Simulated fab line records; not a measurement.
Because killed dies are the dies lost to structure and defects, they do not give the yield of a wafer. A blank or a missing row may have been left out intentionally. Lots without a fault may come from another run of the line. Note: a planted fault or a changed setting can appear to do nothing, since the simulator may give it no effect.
fab line records	flow sky130
record: lots: 24	wafers: 72	last_day: 50
route steps=708 shown METAL3@534 CAPM@541 VIA3@597 CAP2M@604 PAD_OPEN@707
lots that met no fault: taken from a fault-free run of the same line
start_h: hours from the record's opening day to when the first of the lot's shown wafers began	wait_h: hours since the lot's step before	" repeats the value in the row above	L1.1+2: a row that stands for several wafers	- value missing, or start not given	* or withheld: withheld	< > ~ a bound
route shown NAME@n: NAME is a module with steps in the file, n the number in the route of the first one	usual: mean/standard deviation taken from wafers without a fault	same: alike in all rows	chamber/n: place in a boat	sites: the reading at each site	_std_site: standard deviation of those values	_edge_site: inner sites' mean taken away from outer sites' mean	radius_mm: how far each site lies from the wafer's centre	mask NAME#n: copy n	behind: the most recent tool/chamber to have shaped the wafer	hold: cause of the lot's hold/its duration in hours/its outcome	device: names the non-switching transistor (n, p or np)	end of line: the same wafers' tests at the end of the route	step lacking rows: just its recipe	killed: dies lost to structure and defects at the first sort, not the wafer's yield	map: a wafer's dies, x killed, . not, _ none there
set.NAME: the setting that was run; set.NAME@STEP: the one run at that earlier step	model.NAME: the simulator's own value behind a step, which no gauge read
route steps across a sampled set of lots; one table per step, one row per wafer
services: a tool's chamber out of use, with start hour (start_h, from the record's first day; less than 0 if before it), hours out, and reason
== steps ==
step: SKY_METAL3_SPUTTER_02
recipe: material: AlCu	target_thk_nm: 735	power_w: 10600	time_s: 39.1	chamber_pressure_pa: 0.4
usual: throttle_valve_pct: 29.7/0.68
lot.wafer	tool	chamber	start_h	wait_h	throttle_valve_pct
L074.1	pvd_sputter-04	-	862.64	0.0	29.8
L074.3	"	-	"	"	28.6
L074.6	"	-	"	"	28.4
L075.2	pvd_sputter-02	-	864.58	0.0	28.6
L075.5	"	-	"	"	29.4
L075.6	"	-	"	"	29.5
L076.2	pvd_sputter-04	-	866.38	0.0	31.7
L076.4	"	-	"	"	29.5
L076.5	"	-	"	"	31.7
L077.1	pvd_sputter-04	-	867.49	0.0	31.7
L077.4	"	-	"	"	28.6
L077.5	"	-	"	"	31.5
L078.3	pvd_sputter-01	-	879.10	0.0	29.6
L078.5	"	-	"	"	29.6
L078.6	"	-	"	"	29.7
L079.4	pvd_sputter-02	-	886.11	0.0	28.7
L079.5	"	-	"	"	29.5
L079.6	"	-	"	"	29.5
L080.1	pvd_sputter-02	-	892.80	0.0	28.6
L080.3	"	-	"	"	29.9
L080.4	"	-	"	"	29.6
L081.1	pvd_sputter-02	-	901.51	0.0	29.7
L081.2	"	-	"	"	29.4
L081.3	"	-	"	"	30.3
L082.2	pvd_sputter-02	-	910.71	0.0	29.3
L082.5	"	-	"	"	29.6
L082.6	"	-	"	"	29.4
L083.1	pvd_sputter-01	-	916.91	0.0	29.8
L083.2	"	-	"	"	29.4
L083.6	"	-	"	"	29.6
L084.2	pvd_sputter-04	-	923.76	0.0	28.5
L084.5	"	-	"	"	30.6
L084.6	"	-	"	"	28.6
L085.4	pvd_sputter-02	-	929.10	0.0	29.5
L085.5	"	-	"	"	29.8
L085.6	"	-	"	"	29.6
L086.3	pvd_sputter-04	-	935.36	0.0	31.4
L086.4	"	-	"	"	28.6
L086.5	"	-	"	"	29.7
L087.2	pvd_sputter-01	-	947.66	0.0	29.5
L087.4	"	-	"	"	30.0
L087.6	"	-	"	"	29.8
L088.3	pvd_sputter-01	-	949.55	0.0	29.7
L088.4	"	-	"	"	29.8
L088.6	"	-	"	"	29.6
L089.1	pvd_sputter-01	-	954.92	0.0	29.8
L089.5	"	-	"	"	29.6
L089.6	"	-	"	"	29.7
L090.2	pvd_sputter-01	-	965.80	0.0	29.3
L090.3	"	-	"	"	29.8
L090.4	"	-	"	"	29.4
L091.2	pvd_sputter-02	-	969.00	0.0	29.3
L091.4	"	-	"	"	28.6
L091.6	"	-	"	"	29.1
L092.1	pvd_sputter-01	-	981.41	0.0	30.0
L092.4	"	-	"	"	29.6
L092.6	"	-	"	"	29.8
L093.3	pvd_sputter-01	-	990.80	0.0	29.8
L093.5	"	-	"	"	29.6
L093.6	"	-	"	"	29.5
L094.3	pvd_sputter-01	-	998.00	0.0	29.7
L094.4	"	-	"	"	29.9
L094.6	"	-	"	"	29.4
L095.1	pvd_sputter-01	-	1013.50	0.0	29.5
L095.2	"	-	"	"	29.8
L095.6	"	-	"	"	29.5
L096.1	pvd_sputter-02	-	1013.85	0.0	28.5
L096.4	"	-	"	"	29.1
L096.6	"	-	"	"	29.7
L097.3	pvd_sputter-01	-	1028.46	0.0	29.6
L097.5	"	-	"	"	29.4
L097.6	"	-	"	"	29.7
step: SKY_CAPM_THK_MEAS_04
recipe: thk_meas_gauge: xrf	reads: TiN_of_CAPM_SPUTTER_02
usual: CAPM_TIN_THK: 189.1/2.7
lot.wafer	tool	chamber	start_h	wait_h	CAPM_TIN_THK[nm]
L074.1	film_metro-01	-	863.06	0.1	185.8
L074.3	"	-	"	"	188.2
L074.6	"	-	"	"	185.5
L075.2	film_metro-02	-	865.01	0.1	191.2
L075.5	"	-	"	"	191.7
L075.6	"	-	"	"	190.6
L076.2	film_metro-02	-	866.81	0.1	188.3
L076.4	"	-	"	"	192.2
L076.5	"	-	"	"	190.3
L077.1	film_metro-01	-	867.91	0.1	185.9
L077.4	"	-	"	"	190.9
L077.5	"	-	"	"	187.2
L078.3	film_metro-04	-	879.55	0.1	186.0
L078.5	"	-	"	"	187.4
L078.6	"	-	"	"	185.3
L079.4	film_metro-02	-	886.55	0.1	190.0
L079.5	"	-	"	"	188.4
L079.6	"	-	"	"	188.6
L080.1	film_metro-01	-	893.23	0.1	187.3
L080.3	"	-	"	"	186.7
L080.4	"	-	"	"	186.1
L081.1	film_metro-02	-	901.92	0.1	194.1
L081.2	"	-	"	"	189.4
L081.3	"	-	"	"	190.5
L082.2	film_metro-01	-	911.13	0.1	187.7
L082.5	"	-	"	"	185.6
L082.6	"	-	"	"	185.8
L083.1	film_metro-04	-	917.34	0.1	191.7
L083.2	"	-	"	"	188.6
L083.6	"	-	"	"	189.7
L084.2	film_metro-04	-	924.20	0.1	189.6
L084.5	"	-	"	"	186.9
L084.6	"	-	"	"	189.5
L085.4	film_metro-04	-	929.55	0.1	187.8
L085.5	"	-	"	"	189.6
L085.6	"	-	"	"	189.6
L086.3	film_metro-04	-	935.79	0.1	189.4
L086.4	"	-	"	"	189.0
L086.5	"	-	"	"	191.9
L087.2	film_metro-02	-	948.09	0.1	193.9
L087.4	"	-	"	"	191.4
L087.6	"	-	"	"	191.7
L088.3	film_metro-01	-	949.99	0.1	187.7
L088.4	"	-	"	"	186.0
L088.6	"	-	"	"	186.3
L089.1	film_metro-04	-	955.33	0.1	186.2
L089.5	"	-	"	"	186.6
L089.6	"	-	"	"	186.3
L090.2	film_metro-02	-	966.23	0.1	192.1
L090.3	"	-	"	"	190.9
L090.4	"	-	"	"	189.9
L091.2	film_metro-02	-	969.42	0.1	196.2
L091.4	"	-	"	"	192.1
L091.6	"	-	"	"	191.3
L092.1	film_metro-02	-	981.84	0.1	190.3
L092.4	"	-	"	"	193.3
L092.6	"	-	"	"	191.0
L093.3	film_metro-01	-	991.25	0.1	190.2
L093.5	"	-	"	"	189.9
L093.6	"	-	"	"	188.9
L094.3	film_metro-02	-	998.44	0.1	186.7
L094.4	"	-	"	"	183.2
L094.6	"	-	"	"	185.2
L095.1	film_metro-01	-	1013.92	0.1	186.7
L095.2	"	-	"	"	187.1
L095.6	"	-	"	"	187.7
L096.1	film_metro-02	-	1014.28	0.1	192.2
L096.4	"	-	"	"	195.9
L096.6	"	-	"	"	192.6
L097.3	film_metro-02	-	1028.90	0.1	190.5
L097.5	"	-	"	"	187.6
L097.6	"	-	"	"	188.5
step: SKY_METAL3_ETCH_16
recipe: chemistry: N2/H2	target: BARC	ion_energy_ev: 200	bias_w: 100	pressure_mtorr: 30	n2_flow_sccm: 100	h2_flow_sccm: 200	icp_w: 500	stop_on: SiO2	time_s: 88.2	target_depth_a: 600
usual: drypump_motor_current_A: 5.6/0.56	he_backside_leak_sccm: 3.4/0.36	oes_product_au: 0.626/0.0044	throttle_valve_pct: 13.205/0.01
lot.wafer	tool	chamber	start_h	wait_h	drypump_motor_current_A	he_backside_leak_sccm	oes_product_au	rf_hours_counter_h	throttle_valve_pct
L074.1	rie_metal-01	0	915.52	0.0	5.5	3.5	0.631	15	13.217
L074.3	"	0	"	"	5.5	3.3	0.634	-	13.208
L074.6	"	1	"	"	5.8	3.5	0.623	-	13.196
L075.2	rie_metal-04	1	915.87	0.0	6.1	3.3	0.624	9	13.213
L075.5	"	0	"	"	6.6	3.4	0.624	-	13.198
L075.6	"	1	"	"	6.1	3.3	0.630	-	13.217
L076.2	rie_metal-04	0	916.78	0.0	6.6	3.6	0.615	17	13.189
L076.4	"	0	"	"	6.6	3.2	0.623	-	13.199
L076.5	"	0	"	"	6.6	3.6	0.622	-	13.211
L077.1	rie_metal-02	0	917.13	0.0	4.9	3.1	0.626	11	13.193
L077.4	"	0	"	"	4.9	3.4	0.622	-	13.191
L077.5	"	0	"	"	4.9	3.5	0.626	-	13.206
L078.3	rie_metal-02	1	930.02	0.0	4.9	3.1	0.629	-	13.212
L078.5	"	0	"	"	4.9	3.3	0.628	-	13.199
L078.6	"	1	"	"	4.9	3.1	0.624	-	13.213
L079.4	rie_metal-04	1	936.35	0.1	6.1	3.2	0.627	-	13.199
L079.5	"	1	"	"	6.2	3.1	0.630	-	13.208
L079.6	"	1	"	"	6.2	3.2	0.629	-	13.195
L080.1	rie_metal-01	0	943.34	0.0	5.5	6.6	0.620	17	13.208
L080.3	"	0	"	"	5.5	3.5	0.624	-	13.203
L080.4	"	1	"	"	5.8	3.3	0.623	-	13.194
L081.1	rie_metal-04	1	951.61	0.1	6.2	3.2	0.623	12	13.217
L081.2	"	1	"	"	6.2	3.1	0.624	-	13.214
L081.3	"	1	"	"	6.1	3.2	0.630	-	13.205
L082.2	rie_metal-04	1	959.28	0.1	6.2	3.2	0.622	-	13.204
L082.5	"	1	"	"	6.1	3.0	0.614	-	13.191
L082.6	"	1	"	"	6.1	3.2	0.630	-	13.194
L083.1	rie_metal-01	0	965.63	0.0	5.5	3.3	0.628	18	13.195
L083.2	"	1	"	"	5.8	3.6	0.628	18	13.192
L083.6	"	0	"	"	5.5	3.1	0.617	-	13.222
L084.2	rie_metal-02	0	972.97	0.0	4.9	3.3	0.633	13	13.208
L084.5	"	0	"	"	4.9	3.5	0.620	-	13.205
L084.6	"	1	"	"	4.9	3.3	0.630	-	13.202
L085.4	rie_metal-01	0	977.60	0.0	5.5	3.5	0.630	-	13.192
L085.5	"	1	"	"	5.8	3.6	0.626	-	13.207
L085.6	"	0	"	"	5.5	3.5	0.628	-	13.192
L086.3	rie_metal-01	1	983.20	0.0	5.8	3.5	0.632	-	13.199
L086.4	"	0	"	"	5.5	3.4	0.622	-	13.218
L086.5	"	0	"	"	5.5	3.5	0.633	-	13.211
L087.2	rie_metal-02	0	996.27	0.0	4.9	3.2	0.624	14	13.204
L087.4	"	0	"	"	4.9	3.2	0.628	-	13.229
L087.6	"	0	"	"	4.9	3.5	0.617	-	13.199
L088.3	rie_metal-01	1	997.65	0.0	5.8	3.7	0.623	-	13.201
L088.4	"	0	"	"	5.5	3.5	0.623	-	13.212
L088.6	"	0	"	"	5.5	3.7	0.626	-	13.214
L089.1	rie_metal-02	1	1002.27	0.0	4.9	3.0	0.619	7	13.195
L089.5	"	1	"	"	4.9	3.0	0.631	-	13.220
L089.6	"	0	"	"	4.9	3.4	0.628	-	13.199
L090.2	rie_metal-01	0	1013.52	0.0	5.5	3.5	0.630	21	13.202
L090.3	"	1	"	"	5.8	3.4	0.626	-	13.207
L090.4	"	0	"	"	5.5	3.4	0.623	-	13.240
L091.2	rie_metal-02	0	1016.37	0.0	4.9	3.5	0.629	15	13.198
L091.4	"	1	"	"	4.9	3.0	0.623	-	13.210
L091.6	"	1	"	"	4.9	3.2	0.628	-	13.187
L092.1	rie_metal-01	0	1028.88	0.0	5.5	3.2	0.628	22	13.205
L092.4	"	1	"	"	5.8	3.6	0.625	-	13.210
L092.6	"	0	"	"	5.5	3.6	0.618	-	13.200
L093.3	rie_metal-04	0	1037.21	0.0	6.6	3.4	0.629	-	13.204
L093.5	"	1	"	"	6.1	3.2	0.623	-	13.198
L093.6	"	0	"	"	6.6	3.4	0.629	-	13.214
L094.3	rie_metal-01	1	1043.71	0.0	5.8	3.6	0.617	-	13.211
L094.4	"	0	"	"	5.5	3.7	0.631	-	13.197
L094.6	"	0	"	"	5.5	3.4	0.617	-	13.201
L095.1	rie_metal-04	0	1058.82	0.0	6.6	3.4	0.630	6	13.210
L095.2	"	1	"	"	6.1	2.9	0.626	18	13.211
L095.6	"	0	"	"	6.6	3.4	0.626	-	13.226
L096.1	rie_metal-02	0	1059.17	0.0	4.9	3.1	0.624	18	13.219
L096.4	"	0	"	"	4.9	3.0	0.617	-	13.227
L096.6	"	1	"	"	4.9	3.0	0.627	-	13.213
L097.3	rie_metal-02	0	1073.26	0.0	4.9	3.1	0.626	-	13.201
L097.5	"	0	"	"	4.9	3.0	0.623	-	13.215
L097.6	"	1	"	"	4.9	3.1	0.626	-	13.201
step: SKY_VIA3_CMP_24
recipe: stop_on: SiO2	t_overpolish_s: 20	down_force_psi: 3.5	platen_rpm: 60	target_thk_nm: 0	pad_velocity_m_s: 0.94248
usual: motor_current_A: 10.8/0.92	overpolish_run_s: 20.000/0.0096	platen_rpm: 60.01/0.038	time_to_endpoint_s: 92/4.1
lot.wafer	tool	chamber	start_h	wait_h	motor_current_A	overpolish_run_s	platen_rpm	time_to_endpoint_s
L074.3	cmp-01	0	942.10	0.1	11.1	19.999	60.01	91
L074.1	"	2	"	"	10.4	19.991	60.01	98
L074.6	"	0	"	"	11.7	20.010	60.01	89
L075.2	cmp-01	1	943.58	0.1	10.9	20.005	59.97	88
L075.5	"	3	"	"	11.1	19.992	60.04	91
L075.6	"	0	"	"	11.7	19.988	59.99	90
L076.2	cmp-01	0	944.29	0.0	11.5	20.015	59.92	92
L076.4	"	2	"	"	10.3	19.989	60.04	93
L076.5	"	1	"	"	10.0	20.026	60.03	84
L077.1	cmp-01	0	944.71	0.1	12.0	20.010	60.03	90
L077.4	"	1	"	"	10.0	20.008	60.08	84
L077.5	"	2	"	"	10.1	19.995	59.97	89
L078.3	cmp-02	3	956.54	0.0	13.0	19.999	60.06	95
L078.5	"	3	"	"	12.5	19.994	59.96	92
L078.6	"	0	"	"	9.1	20.014	59.96	86
L079.4	cmp-01	2	963.50	0.2	10.3	19.991	59.97	94
L079.6	"	3	"	"	10.7	20.000	60.02	88
L079.5	"	0	"	"	11.7	20.022	59.93	91
L080.4	cmp-01	2	969.90	0.0	10.4	20.003	60.01	94
L080.1	"	0	"	"	11.7	20.005	60.06	91
L080.3	"	1	"	"	10.3	19.989	59.96	86
L081.3	cmp-01	1	977.46	0.0	9.8	20.000	60.05	88
L081.2	"	2	"	"	9.8	20.006	60.05	95
L081.1	"	3	"	"	11.3	20.014	59.96	93
L082.2	cmp-02	0	986.10	0.0	8.9	19.985	60.04	88
L082.5	"	0	"	"	9.3	19.993	60.04	92
L082.6	"	1	"	"	10.9	20.010	60.00	97
L083.2	cmp-01	2	992.33	0.0	10.9	19.995	60.04	92
L083.1	"	1	"	"	10.2	20.014	60.02	89
L083.6	"	3	"	"	11.3	20.002	59.93	88
L084.2	cmp-01	1	999.13	0.1	10.2	19.993	59.96	88
L084.6	"	1	"	"	10.6	19.988	60.02	86
L084.5	"	2	"	"	10.5	19.998	60.02	92
L085.4	cmp-01	0	1004.06	0.4	11.1	19.992	59.99	92
L085.6	"	1	"	"	10.6	19.997	60.05	88
L085.5	"	2	"	"	10.3	20.000	59.99	93
L086.4	cmp-01	1	1009.55	0.1	10.3	19.985	60.00	85
L086.3	"	2	"	"	10.6	20.001	60.05	91
L086.5	"	0	"	"	11.3	20.000	59.95	86
L087.4	cmp-01	2	1022.13	0.1	10.9	20.012	59.93	96
L087.2	"	0	"	"	10.9	20.005	60.05	93
L087.6	"	1	"	"	10.4	19.998	59.96	95
L088.3	cmp-02	1	1023.38	0.1	11.3	19.988	59.92	100
L088.4	"	3	"	"	13.0	19.978	60.03	100
L088.6	"	0	"	"	9.1	19.985	59.93	98
L089.1	cmp-02	2	1027.68	0.1	9.3	20.005	60.03	91
L089.6	"	2	"	"	9.6	19.985	60.05	94
L089.5	"	3	"	"	12.0	20.022	60.11	97
L090.4	cmp-01	2	1038.56	0.0	10.6	20.006	60.01	97
L090.2	"	3	"	"	11.6	19.991	60.02	94
L090.3	"	1	"	"	10.8	19.979	60.01	90
L091.2	cmp-02	3	1041.36	0.0	12.1	20.008	60.01	103
L091.4	"	2	"	"	9.4	19.995	59.95	97
L091.6	"	0	"	"	8.5	19.999	60.02	95
L092.1	cmp-01	0	1053.30	0.1	11.7	19.995	59.99	90
L092.4	"	2	"	"	9.6	20.003	59.94	92
L092.6	"	1	"	"	10.3	20.015	60.03	88
L093.3	cmp-01	2	1061.53	0.7	10.6	20.002	60.02	92
L093.6	"	1	"	"	10.5	20.007	60.01	89
L093.5	"	2	"	"	10.6	20.007	60.02	93
L094.4	cmp-01	0	1067.37	0.2	11.3	20.008	60.01	88
L094.3	"	3	"	"	11.3	20.004	60.03	89
L094.6	"	0	"	"	11.5	19.998	60.02	89
L095.2	cmp-01	0	1083.45	0.0	11.4	20.005	59.98	89
L095.1	"	2	"	"	10.2	20.002	60.04	90
L095.6	"	1	"	"	9.7	20.002	60.00	87
L096.4	cmp-01	2	1083.99	0.1	10.3	19.988	59.98	100
L096.1	"	3	"	"	11.6	19.999	59.99	94
L096.6	"	0	"	"	11.8	19.995	60.04	97
L097.3	cmp-02	2	1096.26	0.0	9.8	19.986	59.99	93
L097.6	"	2	"	"	9.1	19.998	60.01	93
L097.5	"	3	"	"	12.2	19.996	60.05	102
step: SKY_CAP2M_THK_MEAS_01
recipe: reads: SiO2_of_CAP2M_CVD_00
usual: CAP2M_CVD_00_THK: 15.49/0.25
lot.wafer	tool	chamber	start_h	wait_h	CAP2M_CVD_00_THK[nm]
L074.1	film_metro-01	-	942.57	-	15.64
L074.3	"	-	"	"	15.30
L074.6	"	-	"	"	15.48
L075.2	film_metro-03	-	943.97	-	15.68
L075.5	"	-	"	"	15.77
L075.6	"	-	"	"	16.07
L076.2	film_metro-02	-	944.78	-	15.42
L076.4	"	-	"	"	15.70
L076.5	"	-	"	"	15.43
L077.1	film_metro-02	-	945.09	-	15.12
L077.4	"	-	"	"	15.42
L077.5	"	-	"	"	15.62
L078.3	film_metro-02	-	957.04	-	15.28
L078.5	"	-	"	"	15.99
L078.6	"	-	"	"	15.57
L079.4	film_metro-02	-	963.85	-	15.91
L079.5	"	-	"	"	15.82
L079.6	"	-	"	"	15.58
L080.1	film_metro-01	-	970.38	-	15.05
L080.3	"	-	"	"	15.25
L080.4	"	-	"	"	15.47
L081.1	film_metro-02	-	977.94	-	15.54
L081.2	"	-	"	"	15.62
L081.3	"	-	"	"	15.77
L082.2	film_metro-02	-	986.59	-	15.12
L082.5	"	-	"	"	15.29
L082.6	"	-	"	"	15.35
L083.1	film_metro-01	-	992.82	-	15.27
L083.2	"	-	"	"	15.26
L083.6	"	-	"	"	15.44
L084.2	film_metro-03	-	999.62	-	15.35
L084.5	"	-	"	"	15.33
L084.6	"	-	"	"	15.49
L085.4	film_metro-01	-	1004.41	-	15.49
L085.5	"	-	"	"	15.52
L085.6	"	-	"	"	15.35
L086.3	film_metro-01	-	1010.00	-	15.34
L086.4	"	-	"	"	15.05
L086.5	"	-	"	"	15.54
L087.2	film_metro-02	-	1022.57	-	15.32
L087.4	"	-	"	"	15.90
L087.6	"	-	"	"	15.84
L088.3	film_metro-02	-	1023.83	-	15.68
L088.4	"	-	"	"	15.65
L088.6	"	-	"	"	15.45
L089.1	film_metro-02	-	1028.16	-	15.19
L089.5	"	-	"	"	15.68
L089.6	"	-	"	"	15.35
L090.2	film_metro-02	-	1039.04	-	15.26
L090.3	"	-	"	"	14.91
L090.4	"	-	"	"	15.57
L091.2	film_metro-01	-	1041.84	-	15.33
L091.4	"	-	"	"	15.83
L091.6	"	-	"	"	15.27
L092.1	film_metro-02	-	1053.78	-	15.43
L092.4	"	-	"	"	15.56
L092.6	"	-	"	"	15.73
L093.3	film_metro-01	-	1061.98	-	15.49
L093.5	"	-	"	"	15.56
L093.6	"	-	"	"	15.83
L094.3	film_metro-01	-	1067.87	-	15.48
L094.4	"	-	"	"	15.80
L094.6	"	-	"	"	15.53
L095.1	film_metro-03	-	1083.93	-	15.59
L095.2	"	-	"	"	15.36
L095.6	"	-	"	"	15.43
L096.1	film_metro-01	-	1084.36	-	15.34
L096.4	"	-	"	"	15.42
L096.6	"	-	"	"	15.74
L097.3	film_metro-01	-	1096.75	-	15.60
L097.5	"	-	"	"	15.44
L097.6	"	-	"	"	15.68
step: SKY_PAD_OPEN_BOW_MEAS_13
recipe: mode: bow
usual: PAD_OPEN_BOW: 47/8.2
lot.wafer	tool	chamber	start_h	wait_h	PAD_OPEN_BOW[um]
L074.1	film_metro-01	-	1085.31	-	47
L074.3	"	-	"	"	36
L074.6	"	-	"	"	32
L075.2	film_metro-02	-	1086.73	-	43
L075.5	"	-	"	"	45
L075.6	"	-	"	"	52
L076.2	film_metro-03	-	1087.86	-	61
L076.4	"	-	"	"	61
L076.5	"	-	"	"	53
L077.1	film_metro-03	-	1088.83	-	58
L077.4	"	-	"	"	51
L077.5	"	-	"	"	52
L078.3	film_metro-02	-	1097.63	-	47
L078.5	"	-	"	"	43
L078.6	"	-	"	"	57
L079.4	film_metro-02	-	1103.71	-	41
L079.5	"	-	"	"	54
L079.6	"	-	"	"	44
L080.1	film_metro-01	-	1109.63	-	41
L080.3	"	-	"	"	33
L080.4	"	-	"	"	31
L081.1	film_metro-03	-	1115.91	-	40
L081.2	"	-	"	"	40
L081.3	"	-	"	"	48
L082.2	film_metro-02	-	1120.71	-	31
L082.5	"	-	"	"	32
L082.6	"	-	"	"	35
L083.1	film_metro-03	-	1127.17	-	54
L083.2	"	-	"	"	51
L083.6	"	-	"	"	55
L084.2	film_metro-03	-	1133.90	-	40
L084.5	"	-	"	"	45
L084.6	"	-	"	"	48
L085.4	film_metro-01	-	1139.10	-	50
L085.5	"	-	"	"	53
L085.6	"	-	"	"	52
L086.3	film_metro-01	-	1141.17	-	31
L086.4	"	-	"	"	42
L086.5	"	-	"	"	35
L087.2	film_metro-02	-	1151.26	-	63
L087.4	"	-	"	"	64
L087.6	"	-	"	"	51
L088.3	film_metro-03	-	1153.68	-	44
L088.4	"	-	"	"	48
L088.6	"	-	"	"	51
L089.1	film_metro-02	-	1156.44	-	45
L089.5	"	-	"	"	50
L089.6	"	-	"	"	48
L090.2	film_metro-02	-	1165.20	-	65
L090.3	"	-	"	"	49
L090.4	"	-	"	"	61
L091.2	film_metro-03	-	1167.09	-	61
L091.4	"	-	"	"	55
L091.6	"	-	"	"	59
L092.1	film_metro-01	-	1175.69	-	35
L092.4	"	-	"	"	44
L092.6	"	-	"	"	40
L093.3	film_metro-03	-	1182.87	-	47
L093.5	"	-	"	"	40
L093.6	"	-	"	"	43
L094.3	film_metro-03	-	1187.55	-	37
L094.4	"	-	"	"	40
L094.6	"	-	"	"	37
L096.1	film_metro-01	-	1198.94	-	28
L096.4	"	-	"	"	44
L096.6	"	-	"	"	51
L095.1	film_metro-03	-	1199.55	-	49
L095.2	"	-	"	"	54
L095.6	"	-	"	"	49
L097.3	film_metro-02	-	1209.03	-	50
L097.5	"	-	"	"	42
L097.6	"	-	"	"	46
== services ==
tool	chamber	start_h	hours	kind
rie_metal-02	1	860.80	12.3	repair
pvd_sputter-01	1	884.35	-	consumable_replace:kit
pvd_sputter-01	1	884.35	18.0	scheduled_down
pvd_sputter-01	1	884.35	18.0	vent_cycle
cmp-01	-	885.02	1.8	repair
cmp-01	-	912.00	4.0	pm
cmp-01	-	916.00	-	consumable_replace:conditioner
cmp-01	-	916.00	-	consumable_replace:pad
rie_metal-04	0	934.91	2.4	repair
cmp-01	-	938.68	1.7	repair
cmp-01	-	956.46	3.9	pm
pvd_sputter-04	-	978.96	110.0	repair
cmp-01	-	1012.02	0.3	repair
rie_metal-04	-	1022.60	2.8	pm
pvd_sputter-02	-	1025.53	7.7	repair
cmp-02	-	1034.82	0.7	repair
cmp-01	-	1042.46	10.5	pm
pvd_sputter-01	0	1051.04	-	consumable_replace:kit
pvd_sputter-01	0	1051.04	18.0	scheduled_down
cmp-02	-	1052.93	16.2	pm
cmp-01	-	1071.82	1.6	repair
pvd_sputter-01	-	1079.39	60.2	repair
cmp-02	-	1084.13	4.0	pm
rie_metal-02	-	1094.03	0.9	repair
== key ==
fault none
